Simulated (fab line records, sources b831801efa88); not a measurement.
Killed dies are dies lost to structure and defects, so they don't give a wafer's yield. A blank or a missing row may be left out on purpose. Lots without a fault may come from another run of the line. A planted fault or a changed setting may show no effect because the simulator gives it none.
fab line records | flow sky130
record lots=5 wafers=15 last_day=50
route steps=708 shown CAPM@546 METAL3@555 PAD_OPEN@708
lots that met no fault: from a run of the same line without faults
start_h: hours from the record's first day to the start of the lot's first wafer shown | wait_h: hours since the lot's step before | " the same as in the row above | L1.1+2: a row that stands for several wafers | - no value, or no start given | * or withheld: withheld | < > ~ a bound
route shown NAME@n: a module of which the file shows steps, and the number in the route of the first | usual: mean/standard deviation of fault-free wafers | same: alike in all rows | chamber/n: place in a boat | sites: the reading at each site | _std_site: their standard deviation | _edge_site: outer sites' mean less inner sites' | radius_mm: how far each site lies from the wafer's centre | mask NAME#n: copy n | behind: the tool/chamber that last shaped the wafer | hold: why the lot was held/for how many hours/how that ended | device: the transistor (n, p or np) that didn't switch | end of line: the same wafers' tests at the end of the route | a step without rows: its recipe alone | killed: dies lost to structure and defects at the first sort, not the wafer's yield | map: a wafer's dies, x killed, . not, _ none there
set.NAME: the setting as run; set.NAME@STEP: as run at that earlier step | model.NAME: the simulator's own value behind a step, which no gauge read
lots at some steps of the route; a table a step, a row a wafer
services: from which hour (start_h, from the record's first day; less than 0 if before it) a tool's chamber was out of use, for how many hours, and why
## steps
# step SKY_CAPM_EXPOSE_09
# recipe mask_id=CAPM na=0.6 source_shape=conventional sigma_outer=0.6 polarization=unpolarized target_cd_nm=1000 dose_mj=159
# step SKY_CAPM_PEB_10
# recipe temp_c=withheld time_s=* resist=NOVOLAK
# step SKY_CAPM_DEVELOP_11
# recipe resist=NOVOLAK developer=TMAH develop_time_s=60 dev_temp_c=23
# step SKY_CAPM_OVL_MEAS_12
# usual CAPM_OVL=0.9/1.4
# columns lot.wafer tool chamber start_h wait_h CAPM_OVL[nm]
L714.1 overlay-01 - 886.52 0.1 -0.4
L714.5 " - " " -1.0
L714.6 " - " " -0.4
L718.1 overlay-02 - 916.57 0.1 2.3
L718.3 " - " " 1.8
L718.4 " - " " 2.0
L721.1 overlay-01 - 946.27 0.1 2.0
L721.3 " - " " 2.3
L721.5 " - " " 0.9
L725.2 overlay-02 - 976.42 0.1 -0.2
L725.3 " - " " 0.7
L725.6 " - " " 0.9
L734.2 overlay-02 - 1043.58 0.1 -1.6
L734.3 " - " " 0.1
L734.6 " - " " 0.6
# step SKY_CAPM_METAL_ETCH_13
# recipe target_depth_nm=220 stop_on=SiO2 chemistry=Cl2/BCl3 target=TiN pressure_mtorr=10 icp_w=900 bias_w=48.5 Cl2_flow_sccm=60 bcl3_flow_sccm=30 time_s=62.9
# step SKY_CAPM_STRIP_14
# recipe chemistry=O2/N2 power_w=1400 pressure_mtorr=1500 platen_temp_c=withheld o2_flow_sccm=3000 n2_flow_sccm=300 overash_fraction=0.5
# usual drypump_motor_current_A=5.2/0.42 oes_product_au=0.710/0.0045 strip_time_to_endpoint_s=12.65/0.052
# columns lot.wafer tool chamber start_h wait_h drypump_motor_current_A oes_product_au rf_hours_counter_h strip_time_to_endpoint_s
L714.1 plasma_asher-04 0 886.63 0.1 4.9 0.712 15 12.45
L714.5 " 1 " " 5.2 0.709 - 12.56
L714.6 " 0 " " 4.9 0.710 - 12.57
L718.1 plasma_asher-03 0 916.68 0.1 5.4 0.707 46 12.63
L718.3 " 0 " " 5.4 0.706 - 12.63
L718.4 " 1 " " 5.2 0.708 - 12.63
L721.1 plasma_asher-03 0 946.38 0.1 5.4 0.714 49 12.72
L721.3 " 0 " " 5.4 0.705 - 12.71
L721.5 " 0 " " 5.4 0.707 - 12.75
L725.2 plasma_asher-04 1 976.53 0.1 5.2 0.703 24 12.68
L725.3 " 1 " " 5.2 0.710 - 12.71
L725.6 " 1 " " 5.2 0.716 - 12.65
L734.2 plasma_asher-04 1 1043.68 0.1 5.2 0.711 30 12.67
L734.3 " 1 " " 5.2 0.715 - 12.71
L734.6 " 1 " " 5.2 0.702 - 12.66
# step SKY_CAPM_STRIP_15
# recipe chemistry=post_etch_residue_remover time_s=1200 temp_c=72.5
# step SKY_CAPM_CLEAN_16
# recipe chemistry=IPA time_s=180 temp_c=25
# step SKY_CAPM_CLEAN_17
# recipe chemistry=O3/DIW dry=n2_spin
# step SKY_METAL3_DEHYDRATE_05
# recipe temp_c=200 time_s=60
# step SKY_METAL3_HMDS_06
# recipe prime_time_s=60 prime_temp_c=120
# step SKY_METAL3_COAT_07
# recipe resist=BARC temp_c=withheld time_s=withheld spin_rpm=3000 resist_thk_nm=60
# step SKY_METAL3_COAT_08
# recipe resist=KrF-thick spin_rpm=3000 resist_thk_nm=1140
# columns lot.wafer tool chamber start_h wait_h model.KrF-thick_of_METAL3_COAT_08.thk_nm
L714.1 litho_track-03 0 900 - 1143
L714.5 " 0 " " 1144
L714.6 " 0 " " 1141
L718.1 litho_track-03 0 929 - 1140
L718.3 " 0 " " 1141
L718.4 " 0 " " 1143
L721.1 litho_track-03 0 959 - 1141
L721.3 " 0 " " 1161
L721.5 " 0 " " 1139
L725.2 litho_track-01 0 989 - 1142
L725.3 " 0 " " 1148
L725.6 " 0 " " 1144
L734.2 litho_track-03 0 1055 - 1138
L734.3 " 0 " " 1140
L734.6 " 0 " " 1135
# step SKY_METAL3_SOFTBAKE_09
# recipe temp_c=100 time_s=90 resist=KrF-thick
# step SKY_METAL3_EXPOSE_10
# recipe mask_id=MM3 na=0.68 source_shape=annular sigma_inner=0.4 sigma_outer=0.8 target_cd_nm=300 dose_mj=28
# step SKY_METAL3_PEB_11
# recipe peb_temp_c=withheld peb_time_s=withheld resist=KrF-thick
# step SKY_METAL3_DEVELOP_12
# recipe develop_time_s=60 resist=KrF-thick dev_temp_c=21
# step SKY_METAL3_CD_MEAS_13
# recipe target_cd_nm=300
# usual cd_nm=300.0/1.2
# columns lot.wafer tool chamber start_h wait_h cd_nm
L714.1 cd_sem-02 - 912.46 - 299.8
L714.5 " - " " 298.8
L714.6 " - " " 297.6
L718.1 cd_sem-01 - 942.51 - 300.7
L718.3 " - " " 300.5
L718.4 " - " " 300.3
L721.1 cd_sem-02 - 971.72 - 299.2
L721.3 " - " " 300.9
L721.5 " - " " 300.2
L725.2 cd_sem-01 - 1001.29 - 300.9
L725.3 " - " " 302.0
L725.6 " - " " 301.9
L734.2 cd_sem-02 - 1068.68 - 298.9
L734.3 " - " " 300.1
L734.6 " - " " 299.8
# step SKY_METAL3_OVL_MEAS_14
# usual METAL3_OVL=1/5.7
# columns lot.wafer tool chamber start_h wait_h METAL3_OVL[nm]
L714.1 overlay-01 - 912.58 0.1 2
L714.5 " - " " -1
L714.6 " - " " 12
L718.1 overlay-02 - 942.63 0.1 -4
L718.3 " - " " -2
L718.4 " - " " 0
L721.1 overlay-01 - 971.84 0.1 5
L721.3 " - " " 9
L721.5 " - " " 9
L725.2 overlay-02 - 1001.39 0.1 -2
L725.3 " - " " -7
L725.6 " - " " 1
L734.2 overlay-02 - 1068.79 0.1 6
L734.3 " - " " 5
L734.6 " - " " 1
# step SKY_METAL3_DESCUM_15
# recipe chemistry=O2 source_power_w=150 bias_power_w=0 pressure_mtorr=10 temp_c=40 time_s=8
# usual drypump_motor_current_A=5.7/0.36 oes_product_au=1.000/0.0091
# columns lot.wafer tool chamber start_h wait_h drypump_motor_current_A oes_product_au rf_hours_counter_h
L714.1 rie_metal-04 1 912.61 0.0 5.2 0.989 9
L714.5 " 1 " " 5.2 0.995 -
L714.6 " 0 " " 5.5 1.009 -
L718.1 rie_metal-04 1 942.67 0.0 5.2 1.002 10
L718.3 " 1 " " 5.2 0.994 -
L718.4 " 0 " " 5.5 1.024 -
L721.1 rie_metal-03 0 971.87 0.0 5.5 1.000 19
L721.3 " 0 " " 5.5 0.988 -
L721.5 " 1 " " 6.3 0.990 -
L725.2 rie_metal-04 0 1001.42 0.0 5.5 1.024 17
L725.3 " 1 " " 5.2 0.994 -
L725.6 " 0 " " 5.5 1.015 -
L734.2 rie_metal-03 1 1068.82 0.0 6.3 0.990 16
L734.3 " 1 " " 6.3 0.992 -
L734.6 " 1 " " 6.3 1.002 -
# step SKY_METAL3_ETCH_16
# recipe chemistry=N2/H2 target=BARC ion_energy_ev=200 bias_w=100 pressure_mtorr=30 n2_flow_sccm=100 h2_flow_sccm=200 icp_w=500 stop_on=SiO2 time_s=88.2 target_depth_a=600
# usual drypump_motor_current_A=5.7/0.36 oes_product_au=0.625/0.0048 throttle_valve_pct=13.205/0.0082
# columns lot.wafer tool chamber start_h wait_h drypump_motor_current_A oes_product_au rf_hours_counter_h throttle_valve_pct
L714.1 rie_metal-04 1 912.65 0.0 5.2 0.623 9 13.199
L714.5 " 1 " " 5.2 0.631 - 13.214
L714.6 " 0 " " 5.5 0.625 - 13.201
L718.1 rie_metal-04 1 942.70 0.0 5.2 0.625 10 13.218
L718.3 " 1 " " 5.2 0.622 - 13.200
L718.4 " 0 " " 5.4 0.622 - 13.209
L721.1 rie_metal-03 0 971.90 0.0 5.5 0.631 19 13.213
L721.3 " 0 " " 5.5 0.627 - 13.209
L721.5 " 1 " " 6.3 0.628 - 13.190
L725.2 rie_metal-04 0 1001.45 0.0 5.5 0.624 17 13.207
L725.3 " 1 " " 5.2 0.621 - 13.202
L725.6 " 0 " " 5.5 0.624 - 13.193
L734.2 rie_metal-03 1 1068.85 0.0 6.3 0.632 16 13.206
L734.3 " 1 " " 6.3 0.623 - 13.192
L734.6 " 1 " " 6.3 0.625 - 13.225
# step SKY_METAL3_ETCH_17
# recipe target=SiO2 stop_on=TiN chemistry=C4F8/O2/Ar source_w=1500 bias_w=1200 pressure_mtorr=40 c4f8_flow_sccm=withheld O2_flow_sccm=6 Ar_flow_sccm=300 time_s=3.9 target_depth_a=150
# usual oes_product_au=0.757/0.0075
# columns lot.wafer tool chamber start_h wait_h oes_product_au rf_hours_counter_h
L714.1 rie_diel-01 3 912.74 0.1 0.752 15
L714.5 " 0 " " 0.757 -
L714.6 " 3 " " 0.752 -
L718.1 rie_diel-01 0 942.80 0.1 0.762 21
L718.3 " 2 " " 0.753 21
L718.4 " 3 " " 0.759 16
L721.1 rie_diel-03 0 972.00 0.1 0.757 3
L721.3 " 3 " " 0.752 1
L721.5 " 1 " " 0.750 -
L725.2 rie_diel-04 3 1001.55 0.1 0.758 9
L725.3 " 1 " " 0.744 12
L725.6 " 2 " " 0.768 -
L734.2 rie_diel-03 0 1068.95 0.1 0.751 6
L734.3 " 2 " " 0.755 24
L734.6 " 0 " " 0.748 -
# step SKY_METAL3_METAL_ETCH_18
# recipe target_depth_a=8450 stop_on=SiO2 over_etch_frac=0.3 time_s=183.1 chemistry=Cl2/BCl3 resist_sidewall_deg=88 pressure_mtorr=10 icp_w=900 bias_w=48.5 Cl2_flow_sccm=60 bcl3_flow_sccm=30
# usual drypump_motor_current_A=5.7/0.41 oes_product_au=0.865/0.0067 throttle_valve_pct=22.265/0.0095
# columns lot.wafer tool chamber start_h wait_h drypump_motor_current_A oes_product_au rf_hours_counter_h throttle_valve_pct model.KrF-thick_of_METAL3_COAT_08.thk_nm
L714.1 rie_metal-03 0 912.76 0.0 5.5 0.866 16 22.279 535
L714.5 " 0 " " 5.5 0.870 - 22.250 532.7
L714.6 " 1 " " 6.3 0.877 - 22.271 528.9
L718.1 rie_metal-03 1 942.82 0.0 6.3 0.877 8 22.268 526.7
L718.3 " 0 " " 5.5 0.872 - 22.245 524.7
L718.4 " 1 " " 6.3 0.878 - 22.270 528.4
L721.1 rie_metal-04 1 972.02 0.0 5.2 0.864 11 22.268 531.9
L721.3 " 0 " " 5.5 0.876 - 22.254 542.2
L721.5 " 0 " " 5.5 0.875 - 22.261 507.7
L725.2 rie_metal-03 1 1001.57 0.0 6.2 0.861 12 22.278 535.2
L725.3 " 0 " " 5.5 0.861 - 22.270 546.7
L725.6 " 1 " " 6.3 0.865 - 22.265 539.2
L734.2 rie_metal-02 1 1068.97 0.0 5.5 0.866 21 22.281 518.6
L734.3 " 0 " " 6.1 0.861 - 22.256 530.6
L734.6 " 1 " " 5.5 0.866 - 22.266 521
# step SKY_METAL3_STRIP_19
# recipe chemistry=O2/N2 power_w=1400 pressure_mtorr=1500 platen_temp_c=withheld o2_flow_sccm=3000 n2_flow_sccm=300 overash_fraction=0.5
# usual drypump_motor_current_A=5.3/0.45 oes_product_au=0.503/0.0059 strip_time_to_endpoint_s=6.55/0.086
# columns lot.wafer tool chamber start_h wait_h drypump_motor_current_A oes_product_au rf_hours_counter_h strip_time_to_endpoint_s
L714.1 plasma_asher-02 1 912.94 0.1 5.4 0.503 107 6.61
L714.5 " 0 " " 5.0 0.510 - 6.61
L714.6 " 1 " " 5.4 0.502 - 6.54
L718.1 plasma_asher-01 0 942.99 0.1 5.9 0.501 80 6.53
L718.3 " 1 " " 4.7 0.498 - 6.49
L718.4 " 0 " " 5.9 0.497 - 6.55
L721.1 plasma_asher-01 1 972.20 0.1 4.7 0.501 84 6.59
L721.3 " 0 " " 5.9 0.504 - 6.70
L721.5 " 0 " " 5.9 0.492 - 6.34
L725.2 plasma_asher-02 0 1001.75 0.1 5.0 0.515 116 6.61
L725.3 " 1 " " 5.4 0.507 - 6.74
L725.6 " 0 " " 5.0 0.511 - 6.66
L734.2 plasma_asher-03 1 1069.14 0.1 5.2 0.503 61 6.44
L734.3 " 0 " " 5.4 0.501 - 6.58
L734.6 " 1 " " 5.2 0.499 - 6.47
# step SKY_PAD_OPEN_PROBE_99
# usual defect_limited_yield=82.3/1.8 killed_at_M0_to_M3=43/6 killed_at_M4_up=3.2/1.9 killed_at_contacts=25/5.4 killed_at_front_end=15/4.5 killed_at_other=0.3/0.59 killed_dies=87/8.7 killed_on_rim=17/3.5 killed_open=47/6.7 killed_short=39/5.7 sort_bin_3_pad_short=0.9/0.43 sort_bin_5_function=10.4/1.4 sort_bin_6_memory=6.4/1.2 sort_n_pass=405/8.7 sort_yield_pct=82.3/1.8
# same gross_dies=492 killed_at_back_side=0 sort_bin_4_leakage[%]=0 sort_bin_8_speed[%]=0
# columns lot.wafer tool chamber start_h wait_h defect_limited_yield[%] killed_at_M0_to_M3 killed_at_M4_up killed_at_contacts killed_at_front_end killed_at_other killed_dies killed_on_rim killed_open killed_short sort_bin_3_pad_short[%] sort_bin_5_function[%] sort_bin_6_memory[%] sort_n_pass sort_yield_pct[%]
L718.1 prober-02 - 1108.90 0.1 82.1 41 8 22 17 0 88 13 56 32 1.2 10.4 6.3 404 82.1
L718.3 prober-02 - 1109.00 0.2 82.5 36 2 25 23 0 86 15 43 43 1.2 8.1 8.1 406 82.5
L718.4 prober-02 - 1109.05 0.2 80.1 50 2 30 15 1 98 18 51 47 0.8 10.8 8.3 394 80.1
# killed by level:class
L718.1 CONTACT:geometric_particle:open=13 VIA1:geometric_particle:open=8 VIA3:geometric_particle:open=7 POLY_GATE:geometric_particle:open=5 METAL2:geometric_particle:short=5 CONTACT:geometric_particle:short=5 METAL1:geometric_particle:short=5 METAL4:geometric_particle:short=5
L718.3 CONTACT:geometric_particle:open=9 VIA2:geometric_particle:open=8 CONTACT:geometric_particle:short=5 VIA3:geometric_particle:open=5 VIA3:geometric_particle:short=5 FIELD_ISO:geometric_particle:open=4 POLY_GATE:geometric_particle:short=4 LI_CONTACT:geometric_particle:open=4
L718.4 LI_CONTACT:geometric_particle:open=9 CONTACT:geometric_particle:open=9 VIA3:geometric_particle:short=9 VIA1:geometric_particle:open=8 CONTACT:geometric_particle:short=8 VIA3:geometric_particle:open=6 FIELD_ISO:geometric_particle:open=5 METAL1:geometric_particle:short=5
## services
# columns tool chamber start_h hours kind
rie_diel-03 0 868.93 - clean
rie_diel-03 0 868.93 16.0 scheduled_down
rie_diel-03 0 868.93 16.0 vent_cycle
rie_diel-04 3 875.23 5.5 repair
rie_metal-04 0 882.02 5.4 repair
rie_diel-01 3 896.30 2.6 repair
plasma_asher-02 - 907.05 1.3 repair
rie_diel-03 0 919.86 11.3 repair
rie_diel-03 1 925.90 2.8 repair
rie_diel-03 3 931.16 - clean
rie_diel-03 3 931.16 20.8 scheduled_down
rie_diel-03 3 931.16 20.8 vent_cycle
rie_metal-04 - 950.01 14.6 pm
rie_diel-04 1 967.04 4.1 repair
rie_metal-02 0 969.93 1.9 repair
rie_diel-04 - 971.53 2.8 pm
rie_metal-04 - 1023.55 2.8 pm
rie_diel-04 1 1024.82 17.9 repair
rie_diel-01 3 1025.70 4.2 repair
rie_diel-04 3 1034.18 5.4 repair
rie_diel-03 2 1039.15 12.6 repair
plasma_asher-02 - 1055.30 9.0 pm
rie_diel-01 2 1066.52 3.4 repair
rie_diel-03 3 1068.70 7.0 repair
## key
first_sign none at tools or gauges
model_effect step=SKY_METAL3_COAT_08 value=KrF-thick_of_METAL3_COAT_08.thk_nm without=1139 struck=1161
model_effect step=SKY_METAL3_METAL_ETCH_18 value=KrF-thick_of_METAL3_COAT_08.thk_nm without=520.5 struck=542.2
met_at SKY_METAL3_COAT_08
struck_wafers L721.3
onset_between 929 959
fault kind=process_parameter_drift tool=litho_track-03 chamber=- onset_h=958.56 steps=SKY_METAL3_COAT_08 channel=resist_thk_nm offset=21.724 shape=step end_h=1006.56 scope=struck_wafers_only acts_in=these_recipes_only stated=1140
